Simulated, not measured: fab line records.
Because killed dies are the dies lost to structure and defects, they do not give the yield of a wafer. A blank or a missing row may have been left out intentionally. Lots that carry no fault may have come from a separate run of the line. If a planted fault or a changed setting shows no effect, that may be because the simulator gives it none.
fab line records    flow sky130
record: lots: 7  wafers: 21  lastDay: 50
route steps=708 shown VT_ADJUST_NCORE@128 VT_ADJUST_HVTR@131 VT_ADJUST_PCH@143 PAD_OPEN@708
lots with no fault: from the same line, run without faults
startH: hours from the record's opening day to when the first of the lot's shown wafers began    waitH: how many hours have passed since the lot's step before this one    " same as the row above    L1.1+2: a single row standing in for several wafers    - no value, or no start given    * or withheld: withheld    < > ~ a bound
route shown NAME@n: NAME is a module with steps in the file, n the number in the route of the first one    usual: mean/standard deviation of fault-free wafers    same: alike in all rows    chamber/n: place in a boat    sites: each site's reading    _std_site: the standard deviation of these    _edge_site: mean of outer sites minus mean of inner sites    radiusMm: for every site, how far away it sits from the centre of the wafer    mask NAME#n: copy n    behind: the last tool/chamber to shape the wafer    hold: why the lot was held/for how many hours/how that ended    device: names the non-switching transistor (n, p or np)    end of line: the route-end tests of the same wafers    a step given without rows: its recipe and nothing more    killed: dies lost to structure and defects at the first sort, not the wafer's yield    map: a wafer's dies, marking killed ones x, the rest . and places with no die _
set.NAME: setting as actually run; set.NAME@STEP: the setting as run at that earlier step    model.NAME: the simulator's own value behind a step, which no gauge read
certain route steps with their lots: each step a table, each wafer a row
services: from which hour (startH, from the record's first day; less than 0 if before it) a tool's chamber was out of use, for how many hours, and why
== steps ==
step: SKY_VT_ADJUST_NCORE_IMPLANT_09
recipe: species: B  energyKev: 10  doseCm2: 2.4e+12  tiltDeg: withheld
step: SKY_VT_ADJUST_NCORE_STRIP_10
recipe: chemistry: O2/N2  powerW: 1400  pressureMtorr: 1500  platenTempC: withheld  o2FlowSccm: 3000  n2FlowSccm: 300  overashFraction: 0.5
usual: drypumpMotorCurrentA: 5.4/0.39  oesProductAu: 0.716/0.0044  stripTimeToEndpointS: 14.17/0.036
lot.wafer  tool            chamber  startH  waitH  drypumpMotorCurrentA  oesProductAu  rfHoursCounterH  stripTimeToEndpointS
L304.2     plasmaAsher-04  1        204.98  0.1    5.1                   0.723         35               14.13
L304.3     "               0        "       "      5.6                   0.719         -                14.14
L304.5     "               1        "       "      5.1                   0.716         -                14.13
L305.1     plasmaAsher-04  1        211.48  0.1    5.1                   0.716         36               14.10
L305.3     "               1        "       "      5.1                   0.722         -                14.11
L305.4     "               0        "       "      5.6                   0.718         -                14.13
L306.1     plasmaAsher-01  0        214.89  0.1    4.9                   0.721         57               14.15
L306.5     "               1        "       "      5.7                   0.717         -                14.20
L306.6     "               0        "       "      4.9                   0.716         -                14.17
L307.2     plasmaAsher-01  0        224.53  0.1    4.9                   0.711         58               14.18
L307.4     "               1        "       "      5.6                   0.711         -                14.13
L307.6     "               1        "       "      5.6                   0.710         -                14.18
L318.1     plasmaAsher-03  0        304.63  0.1    5.1                   0.706         19               14.20
L318.2     "               1        "       "      5.9                   0.717         19               14.17
L318.3     "               0        "       "      5.0                   0.711         -                14.17
L319.1     plasmaAsher-03  1        310.38  0.1    5.9                   0.717         20               14.17
L319.3     "               1        "       "      5.9                   0.710         -                14.16
L319.4     "               0        "       "      5.0                   0.713         -                14.16
L324.1     plasmaAsher-03  0        345.63  0.1    5.0                   0.720         24               14.18
L324.4     "               0        "       "      5.0                   0.715         -                14.22
L324.5     "               0        "       "      5.0                   0.718         -                14.18
step: SKY_VT_ADJUST_NCORE_TW_MEAS_11
usual: VT_ADJUST_NCORE_TW: 218/4
lot.wafer  tool          chamber  startH  waitH  VT_ADJUST_NCORE_TW
L304.2     filmMetro-04  -        205.09  0.1    224
L304.3     "             -        "       "      223
L304.5     "             -        "       "      222
L305.1     filmMetro-01  -        211.58  0.1    218
L305.3     "             -        "       "      218
L305.4     "             -        "       "      219
L306.1     filmMetro-04  -        214.99  0.1    223
L306.5     "             -        "       "      222
L306.6     "             -        "       "      224
L307.2     filmMetro-01  -        224.64  0.1    217
L307.4     "             -        "       "      218
L307.6     "             -        "       "      220
L318.1     filmMetro-02  -        304.73  0.1    211
L318.2     "             -        "       "      212
L318.3     "             -        "       "      213
L319.1     filmMetro-01  -        310.48  0.1    219
L319.3     "             -        "       "      218
L319.4     "             -        "       "      218
L324.1     filmMetro-04  -        345.73  0.1    224
L324.4     "             -        "       "      222
L324.5     "             -        "       "      224
step: SKY_VT_ADJUST_HVTR_DEHYDRATE_00
recipe: tempC: 200  timeS: 60
step: SKY_VT_ADJUST_HVTR_HMDS_01
recipe: primeTimeS: 60  primeTempC: 120
step: SKY_VT_ADJUST_HVTR_COAT_02
recipe: resist: NOVOLAK  spinRpm: 3000  resistThkNm: 1140
step: SKY_VT_ADJUST_HVTR_SOFTBAKE_03
recipe: tempC: 90  timeS: 60  resist: NOVOLAK
step: SKY_VT_ADJUST_HVTR_EXPOSE_04
recipe: maskId: HVTRM  targetCdNm: 380  na: 0.6  sourceShape: conventional  sigmaOuter: 0.6  doseMj: 150
step: SKY_VT_ADJUST_HVTR_PEB_05
recipe: tempC: withheld  timeS: *  resist: NOVOLAK
step: SKY_VT_ADJUST_HVTR_DEVELOP_06
recipe: developTimeS: 60  devTempC: 23
step: SKY_VT_ADJUST_HVTR_CD_MEAS_07
recipe: targetCdNm: 380
usual: cdNm: 380.4/2.4
lot.wafer  tool      chamber  startH  waitH  cdNm
L304.2     cdSem-01  -        227.59  0.1    383.8
L304.3     "         -        "       "      384.1
L304.5     "         -        "       "      381.7
L305.1     cdSem-01  -        234.52  0.1    380.1
L305.3     "         -        "       "      380.3
L305.4     "         -        "       "      378.3
L306.1     cdSem-02  -        237.42  0.1    377.3
L306.5     "         -        "       "      378.4
L306.6     "         -        "       "      373.1
L307.2     cdSem-01  -        247.74  0.1    377.4
L307.4     "         -        "       "      377.5
L307.6     "         -        "       "      377.8
L318.1     cdSem-01  -        331.37  0.1    381.2
L318.2     "         -        "       "      382.3
L318.3     "         -        "       "      382.6
L319.1     cdSem-02  -        336.53  0.1    379.1
L319.3     "         -        "       "      376.1
L319.4     "         -        "       "      378.8
L324.1     cdSem-02  -        373.47  0.1    379.2
L324.4     "         -        "       "      380.7
L324.5     "         -        "       "      381.7
step: SKY_VT_ADJUST_HVTR_OVL_MEAS_08
usual: VT_ADJUST_HVTR_OVL: 0.7/1.4
lot.wafer  tool        chamber  startH  waitH  VT_ADJUST_HVTR_OVL[nm]
L304.2     overlay-01  -        227.70  0.1    1.3
L304.3     "           -        "       "      1.5
L304.5     "           -        "       "      1.9
L305.1     overlay-02  -        234.64  0.1    1.7
L305.3     "           -        "       "      1.5
L305.4     "           -        "       "      1.8
L306.1     overlay-02  -        237.54  0.1    2.6
L306.5     "           -        "       "      0.3
L306.6     "           -        "       "      3.4
L307.2     overlay-01  -        247.85  0.1    0.1
L307.4     "           -        "       "      0.1
L307.6     "           -        "       "      -1.1
L318.1     overlay-01  -        331.49  0.1    2.7
L318.2     "           -        "       "      0.3
L318.3     "           -        "       "      2.1
L319.1     overlay-01  -        336.65  0.1    0.4
L319.3     "           -        "       "      0.4
L319.4     "           -        "       "      -0.8
L324.1     overlay-02  -        373.59  0.1    0.0
L324.4     "           -        "       "      0.8
L324.5     "           -        "       "      0.7
step: SKY_VT_ADJUST_HVTR_IMPLANT_09
recipe: species: B  energyKev: 10  doseCm2: 2.1e+12  tiltDeg: withheld
usual: endStationPressureTorr: 5.01e-06/2.6e-07
lot.wafer  tool          chamber  startH  waitH  endStationPressureTorr
L304.2     implanter-03  0        227.75  0.0    4.88e-06
L304.3     "             0        "       "      4.92e-06
L304.5     "             0        "       "      4.85e-06
L304.2     implanter-03  0        228.07  0.3    4.63e-06
L304.3     "             0        "       "      5.41e-06
L304.5     "             0        "       "      4.69e-06
L305.1     implanter-02  0        234.68  0.0    4.83e-06
L305.3     "             0        "       "      5.36e-06
L305.4     "             0        "       "      5.38e-06
L305.1     implanter-02  0        234.99  0.3    5.04e-06
L305.3     "             0        "       "      5.12e-06
L305.4     "             0        "       "      5.5e-06
L306.1     implanter-04  0        237.58  0.0    5.17e-06
L306.5     "             0        "       "      4.74e-06
L306.6     "             0        "       "      4.89e-06
L307.2     implanter-04  0        247.90  0.0    4.93e-06
L307.4     "             0        "       "      4.67e-06
L307.6     "             0        "       "      5.25e-06
L307.2     implanter-04  0        248.22  0.3    5.29e-06
L307.4     "             0        "       "      4.93e-06
L307.6     "             0        "       "      4.38e-06
L318.1     implanter-04  0        331.53  0.0    5.38e-06
L318.2     "             0        "       "      4.67e-06
L318.3     "             0        "       "      4.84e-06
L319.1     implanter-03  0        336.69  0.0    4.98e-06
L319.3     "             0        "       "      5.26e-06
L319.4     "             0        "       "      5.06e-06
L324.1     implanter-04  0        373.62  0.0    5.1e-06
L324.4     "             0        "       "      5.4e-06
L324.5     "             0        "       "      4.98e-06
step: SKY_VT_ADJUST_HVTR_STRIP_10
recipe: chemistry: O2/N2  powerW: 1400  pressureMtorr: 1500  platenTempC: withheld  o2FlowSccm: 3000  n2FlowSccm: 300  overashFraction: 0.5
usual: drypumpMotorCurrentA: 5.6/0.64  oesProductAu: 0.716/0.0043  stripTimeToEndpointS: 14.18/0.036
lot.wafer  tool            chamber  startH  waitH  drypumpMotorCurrentA  oesProductAu  rfHoursCounterH  stripTimeToEndpointS
L304.2     plasmaAsher-04  1        228.19  0.1    5.2                   0.713         38               14.18
L304.3     "               0        "       "      5.6                   0.714         -                14.16
L304.5     "               1        "       "      5.2                   0.711         -                14.16
L305.1     plasmaAsher-01  0        235.14  0.1    4.9                   0.713         59               14.19
L305.3     "               1        "       "      5.6                   0.712         -                14.19
L305.4     "               0        "       "      4.9                   0.710         -                14.23
L306.1     plasmaAsher-02  0        237.73  0.1    6.8                   0.716         48               14.18
L306.5     "               0        "       "      6.8                   0.709         -                14.13
L306.6     "               1        "       "      5.3                   0.713         -                14.16
L307.2     plasmaAsher-02  1        248.34  0.1    5.3                   0.723         49               14.20
L307.4     "               0        "       "      6.8                   0.714         -                14.18
L307.6     "               0        "       "      6.7                   0.710         -                14.18
L318.1     plasmaAsher-04  0        331.68  0.1    5.7                   0.716         48               14.18
L318.2     "               1        "       "      5.2                   0.715         48               14.16
L318.3     "               0        "       "      5.6                   0.715         -                14.18
L319.1     plasmaAsher-02  1        336.84  0.1    5.3                   0.713         59               14.18
L319.3     "               1        "       "      5.3                   0.712         -                14.24
L319.4     "               0        "       "      6.8                   0.710         -                14.20
L324.1     plasmaAsher-01  1        373.77  0.1    5.6                   0.715         70               14.26
L324.4     "               0        "       "      4.9                   0.712         -                14.21
L324.5     "               0        "       "      4.9                   0.708         -                14.21
step: SKY_VT_ADJUST_HVTR_TW_MEAS_11
usual: VT_ADJUST_HVTR_TW: 209/3.1
lot.wafer  tool          chamber  startH  waitH  VT_ADJUST_HVTR_TW
L304.2     filmMetro-04  -        228.30  0.1    261
L304.3     "             -        "       "      260
L304.5     "             -        "       "      260
L305.1     filmMetro-03  -        235.24  0.1    254
L305.3     "             -        "       "      254
L305.4     "             -        "       "      253
L306.1     filmMetro-03  -        237.83  0.1    208
L306.5     "             -        "       "      208
L306.6     "             -        "       "      208
L307.2     filmMetro-02  -        248.54  0.2    250
L307.4     "             -        "       "      251
L307.6     "             -        "       "      250
L318.1     filmMetro-02  -        331.78  0.1    205
L318.2     "             -        "       "      204
L318.3     "             -        "       "      205
L319.1     filmMetro-03  -        336.94  0.1    209
L319.3     "             -        "       "      209
L319.4     "             -        "       "      210
L324.1     filmMetro-04  -        373.87  0.1    215
L324.4     "             -        "       "      213
L324.5     "             -        "       "      213
step: SKY_VT_ADJUST_PCH_DEHYDRATE_00
recipe: tempC: 200  timeS: 60
step: SKY_PAD_OPEN_PROBE_99
usual: killed_at_M0_to_M3: 43/7.2  killed_at_M4_up: 3.5/2  killedAtContacts: 24/5.2  killedAtFrontEnd: 15/4.4  killedAtOther: 0.2/0.48  killedDies: 85/9.4  killedOpen: 46/7.3  killedShort: 39/6.1
same: grossDies: 492  killedAtBackSide: 0
lot.wafer  tool       chamber  startH   waitH  killed_at_M0_to_M3  killed_at_M4_up  killedAtContacts  killedAtFrontEnd  killedAtOther  killedDies  killedOpen  killedShort  model.etest.pfet_01v8_mvt.driveUaUm  model.etest.pfet_01v8_mvt.offLog10AUm  model.etest.pfet_01v8_mvt.vtSatV  model.etest.pfet_01v8_mvt.vtV  model.etest.pfet_01v8_mvt.vtLongV  model.etest.pfet_01v8_mvt.bodyRiseV
L304.2     prober-02  -        1099.27  0.1    31                  3                34                18                0              86          49          37           194.3                                -6.502                                 -0.1154                           -0.2748                        -0.5399                            -0.2136
L304.3     prober-02  -        1099.32  0.2    47                  2                28                8                 0              85          41          44           192.8                                -6.483                                 -0.1215                           -0.2717                        -0.5359                            -0.213
L304.5     prober-02  -        1099.42  0.2    45                  1                22                18                0              86          53          33           194.1                                -6.734                                 -0.1299                           -0.2835                        -0.5437                            -0.2103
L306.1     prober-01  -        1100.72  0.1    42                  6                21                22                0              91          48          43           153.1                                -10.3                                  -0.5399                           -0.6288                        -0.8357                            -0.1949
L306.5     prober-01  -        1100.92  0.2    44                  8                21                14                0              87          47          40           148.4                                -10.31                                 -0.5522                           -0.6368                        -0.8399                            -0.1943
L306.6     prober-01  -        1100.97  0.2    42                  3                32                9                 0              86          51          35           149.8                                -10.63                                 -0.5574                           -0.6435                        -0.8477                            -0.1917
L305.1     prober-02  -        1102.22  0.1    43                  3                17                18                0              81          44          37           205.8                                -6.032                                 -0.06324                          -0.2193                        -0.4841                            -0.241
L305.3     prober-02  -        1102.32  0.2    33                  5                26                7                 0              71          43          28           204.3                                -5.923                                 -0.04278                          -0.2004                        -0.4674                            -0.2463
L305.4     prober-02  -        1102.37  0.2    53                  2                26                12                0              93          52          41           207.3                                -5.82                                  -0.04                             -0.1953                        -0.4707                            -0.243
L307.4     prober-01  -        1116.23  0.2    55                  5                34                17                2              113         55          54           198.9                                -6.342                                 -0.09055                          -0.2401                        -0.5141                            -0.2265
L307.6     prober-01  -        1116.33  0.2    39                  3                21                17                0              80          46          33           199                                  -6.245                                 -0.07786                          -0.2367                        -0.5146                            -0.2272
L318.1     prober-02  -        1169.61  0.1    35                  3                18                15                0              71          38          33           151.8                                -10.96                                 -0.5899                           -0.6767                        -0.883                             -0.1798
L318.2     prober-02  -        1169.66  0.1    47                  4                25                17                0              93          54          39           150                                  -10.8                                  -0.5815                           -0.6701                        -0.8727                            -0.1803
L318.3     prober-02  -        1169.71  0.2    52                  4                21                20                0              97          54          43           150.8                                -10.94                                 -0.5786                           -0.6673                        -0.8736                            -0.1824
L319.1     prober-01  -        1172.35  0.1    40                  0                21                10                0              71          41          30           156.6                                -10.39                                 -0.5487                           -0.6376                        -0.8448                            -0.1923
L319.3     prober-01  -        1172.45  0.2    38                  1                26                11                0              76          46          30           157.7                                -10.41                                 -0.5435                           -0.6326                        -0.8408                            -0.1893
L319.4     prober-01  -        1172.50  0.2    41                  2                25                12                0              80          41          39           155.4                                -10.44                                 -0.5419                           -0.6285                        -0.8383                            -0.1911
L324.1     prober-02  -        1199.04  0.1    48                  2                25                22                0              97          48          49           158.6                                -10.31                                 -0.5344                           -0.6221                        -0.8306                            -0.1904
L324.4     prober-02  -        1199.19  0.2    51                  2                26                18                1              98          40          55           150.4                                -10.53                                 -0.5495                           -0.6376                        -0.8416                            -0.1926
L324.5     prober-02  -        1199.24  0.2    38                  1                17                17                0              73          39          34           157.9                                -10.23                                 -0.531                            -0.6223                        -0.8311                            -0.1942
killed by level:class
L304.2 CONTACT:geometricParticle:open=11 LI_CONTACT:geometricParticle:open=8 VIA3:geometricParticle:open=8 CONTACT:geometricParticle:short=6 VIA1:geometricParticle:open=6 LI_CONTACT:geometricParticle:short=4 FIELD_ISO:geometricParticle:open=3 FIELD_ISO:geometricParticle:short=3
L304.3 CONTACT:geometricParticle:open=13 VIA1:geometricParticle:open=9 METAL1:geometricParticle:short=6 VIA1:geometricParticle:short=6 VIA3:geometricParticle:open=6 POLY_GATE:geometricParticle:short=5 VIA2:geometricParticle:open=5 CONTACT:geometricParticle:short=5
L304.5 VIA1:geometricParticle:open=13 CONTACT:geometricParticle:open=10 LOCAL_INTERCONNECT:geometricParticle:short=7 VIA2:geometricParticle:open=7 METAL2:geometricParticle:short=7 FIELD_ISO:geometricParticle:short=5 VIA3:geometricParticle:open=5 POLY_GATE:geometricParticle:open=4
L306.1 METAL1:geometricParticle:short=10 VIA1:geometricParticle:open=9 LI_CONTACT:geometricParticle:open=8 POLY_GATE:geometricParticle:open=6 VIA3:geometricParticle:open=6 POLY_GATE:geometricParticle:short=5 FIELD_ISO:geometricParticle:open=4 FIELD_ISO:geometricParticle:short=4
L306.5 VIA1:geometricParticle:open=11 VIA2:geometricParticle:open=11 METAL4:geometricParticle:short=8 LI_CONTACT:geometricParticle:open=7 CONTACT:geometricParticle:open=6 VIA1:geometricParticle:short=5 VIA2:geometricParticle:short=4 POLY_GATE:geometricParticle:open=4
L306.6 CONTACT:geometricParticle:open=11 VIA1:geometricParticle:open=8 VIA2:geometricParticle:open=8 LI_CONTACT:geometricParticle:open=7 LI_CONTACT:geometricParticle:short=5 METAL2:geometricParticle:short=5 VIA3:geometricParticle:open=5 VIA2:geometricParticle:short=4
L305.1 FIELD_ISO:geometricParticle:open=9 VIA3:geometricParticle:open=9 CONTACT:geometricParticle:open=7 VIA3:geometricParticle:short=7 METAL1:geometricParticle:short=6 VIA1:geometricParticle:open=6 LI_CONTACT:geometricParticle:open=5 VIA2:geometricParticle:open=4
L305.3 VIA1:geometricParticle:open=10 CONTACT:geometricParticle:open=9 LI_CONTACT:geometricParticle:open=6 CONTACT:geometricParticle:short=5 VIA1:geometricParticle:short=5 LI_CONTACT:geometricParticle:short=4 VIA3:geometricParticle:open=4 VIA2:geometricParticle:open=4
L305.4 VIA3:geometricParticle:open=10 VIA1:geometricParticle:open=10 CONTACT:geometricParticle:open=9 METAL1:geometricParticle:short=8 LI_CONTACT:geometricParticle:open=8 LOCAL_INTERCONNECT:geometricParticle:short=6 VIA2:geometricParticle:open=6 METAL3:geometricParticle:short=5
L307.4 VIA1:geometricParticle:open=14 CONTACT:geometricParticle:open=11 LI_CONTACT:geometricParticle:open=9 VIA3:geometricParticle:open=8 VIA1:geometricParticle:short=7 CONTACT:geometricParticle:short=7 POLY_GATE:geometricParticle:short=6 METAL1:geometricParticle:short=6
L307.6 VIA2:geometricParticle:open=9 LI_CONTACT:geometricParticle:open=8 FIELD_ISO:geometricParticle:short=6 VIA3:geometricParticle:open=6 CONTACT:geometricParticle:short=6 VIA1:geometricParticle:open=6 LOCAL_INTERCONNECT:geometricParticle:short=4 METAL1:geometricParticle:short=4
L318.1 VIA1:geometricParticle:open=9 CONTACT:geometricParticle:short=6 CONTACT:geometricParticle:open=6 VIA1:geometricParticle:short=6 VIA3:geometricParticle:open=6 METAL2:geometricParticle:short=5 FIELD_ISO:geometricParticle:open=4 LOCAL_INTERCONNECT:geometricParticle:short=4
L318.2 VIA1:geometricParticle:short=11 VIA1:geometricParticle:open=11 VIA3:geometricParticle:open=10 LI_CONTACT:geometricParticle:open=8 CONTACT:geometricParticle:open=6 POLY_GATE:geometricParticle:open=5 CONTACT:geometricParticle:short=5 VIA3:geometricParticle:short=4
L318.3 VIA1:geometricParticle:open=18 LI_CONTACT:geometricParticle:open=8 VIA3:geometricParticle:open=7 CONTACT:geometricParticle:open=6 VIA2:geometricParticle:open=6 FIELD_ISO:geometricParticle:open=5 FIELD_ISO:geometricParticle:short=5 CONTACT:geometricParticle:short=5
L319.1 VIA3:geometricParticle:open=8 CONTACT:geometricParticle:open=7 VIA1:geometricParticle:open=7 LI_CONTACT:geometricParticle:open=6 VIA2:geometricParticle:open=5 METAL1:geometricParticle:short=4 CONTACT:geometricParticle:short=4 VIA1:geometricParticle:short=4
L319.3 LI_CONTACT:geometricParticle:open=10 VIA1:geometricParticle:open=10 CONTACT:geometricParticle:open=6 LOCAL_INTERCONNECT:geometricParticle:short=5 METAL2:geometricParticle:short=5 VIA2:geometricParticle:open=5 VIA3:geometricParticle:open=5 FIELD_ISO:geometricParticle:short=4
L319.4 VIA1:geometricParticle:open=8 LI_CONTACT:geometricParticle:open=7 METAL2:geometricParticle:short=6 FIELD_ISO:geometricParticle:short=5 LI_CONTACT:geometricParticle:short=5 VIA2:geometricParticle:short=5 CONTACT:geometricParticle:open=5 METAL3:geometricParticle:open=4
L324.1 POLY_GATE:geometricParticle:short=9 CONTACT:geometricParticle:short=9 VIA1:geometricParticle:open=9 CONTACT:geometricParticle:open=8 METAL2:geometricParticle:short=8 VIA1:geometricParticle:short=7 VIA2:geometricParticle:open=6 VIA3:geometricParticle:open=6
L324.4 VIA1:geometricParticle:open=8 VIA3:geometricParticle:open=8 CONTACT:geometricParticle:short=7 METAL1:geometricParticle:short=7 LI_CONTACT:geometricParticle:open=6 VIA2:geometricParticle:short=6 CONTACT:geometricParticle:open=6 VIA2:geometricParticle:open=6
L324.5 VIA2:geometricParticle:open=8 CONTACT:geometricParticle:open=7 POLY_GATE:geometricParticle:short=6 METAL2:geometricParticle:short=5 VIA1:geometricParticle:open=5 VIA3:geometricParticle:open=5 CONTACT:geometricParticle:short=4 METAL3:geometricParticle:short=4
== services ==
tool            chamber  startH  hours  kind
plasmaAsher-04  -        185.71  7.7    repair
plasmaAsher-04  -        192.23  6.0    repair
plasmaAsher-02  -        230.92  0.4    repair
implanter-02    -        256.64  3.9    repair
implanter-04    -        312.69  1.7    repair
plasmaAsher-01  -        321.26  1.2    repair
implanter-04    -        322.90  1.5    repair
implanter-03    -        322.96  2.2    pm
plasmaAsher-01  -        325.46  14.6   pm
plasmaAsher-04  -        327.01  3.4    repair
implanter-02    -        334.72  1.9    repair
implanter-03    -        344.16  10.0   repair
plasmaAsher-02  -        353.17  1.4    repair
== key ==
firstSign: step: SKY_VT_ADJUST_HVTR_IMPLANT_09  reading: visit  direction: added
effect: step: SKY_VT_ADJUST_HVTR_TW_MEAS_11  reading: VT_ADJUST_HVTR_TW  direction: up  sigmas: 15  usual: 209  struck: 255
modelEffect: step: SKY_PAD_OPEN_PROBE_99  value: etest.pfet_01v8_mvt.driveUaUm  without: 153.9  struck: 199.6
metAt SKY_VT_ADJUST_HVTR_IMPLANT_09
struckWafers L304.2,L304.3,L304.5,L305.1,L305.3,L305.4,L307.2,L307.4,L307.6
testerLeftOut L304,L305,L307
fault: kind: repeatedStepWhole  tool: implanter-02,implanter-03,implanter-04  chamber: -  onsetH: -  steps: SKY_VT_ADJUST_HVTR_IMPLANT_09  times: 1  scope: struckLotsOnly
testerLeftOut: of these lots the tester's yield and bins aren't shown, on N5 and GAA mostly nor the transistor test; their killed dies are dies lost to structure and defects alone, not to doping, threshold or leakage, so they don't give the yield
